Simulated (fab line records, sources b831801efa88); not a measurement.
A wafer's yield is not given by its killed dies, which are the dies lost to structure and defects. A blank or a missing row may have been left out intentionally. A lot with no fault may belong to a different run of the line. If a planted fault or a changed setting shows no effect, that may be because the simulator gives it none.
The tool behind it: which one? / flow sky130 / route of 708 steps, sampled at 1 step: 6 lots, 18 wafers

WHAT EACH GAUGE READ, for each wafer
SKY_METAL3_OVL_MEAS_14.
lot=L963; measured=day 39 07:06; on=overlay-01; METAL3_OVL (nm)=1 1 0
lot=L965; measured=day 40 13:47; on=overlay-01; METAL3_OVL (nm)=1 -4 0
lot=L973; measured=day 42 11:04; on=overlay-02; METAL3_OVL (nm)=-2 -1 -7
lot=L975; measured=day 43 07:27; on=overlay-01; METAL3_OVL (nm)=6 0 6
lot=L980; measured=day 44 05:52; on=overlay-01; METAL3_OVL (nm)=-13 -7 -12
lot=L983; measured=day 45 01:12; on=overlay-01; METAL3_OVL (nm)=-7 -10 -9

EACH LOT AND THE TOOL THAT RAN IT (in order: tool; ch and the chambers of the sampled wafers; start)
There is no process step in the record ahead of these readings.

THE ANSWER, worked out from the rows above alone
Rule: what is usual is taken from the lots themselves. Put in order of their means at a reading, lots are off if they are a third of the lots or fewer, leave a main group of 4 or more, and stand apart from it by a gap of 3 or more times the standard deviation of the main group's means; of several such gaps the widest counts. If all means in a main group match to the digits the tables above print for the reading, that group is not used. A lot without any number at a reading at which 4 lots or more have one is off too. Any other lot the step has rows for is counted as sound.
No lot is off on any of the readings shown, so nothing can be concluded from this.

WHAT THE SIMULATOR HAD INSERTED
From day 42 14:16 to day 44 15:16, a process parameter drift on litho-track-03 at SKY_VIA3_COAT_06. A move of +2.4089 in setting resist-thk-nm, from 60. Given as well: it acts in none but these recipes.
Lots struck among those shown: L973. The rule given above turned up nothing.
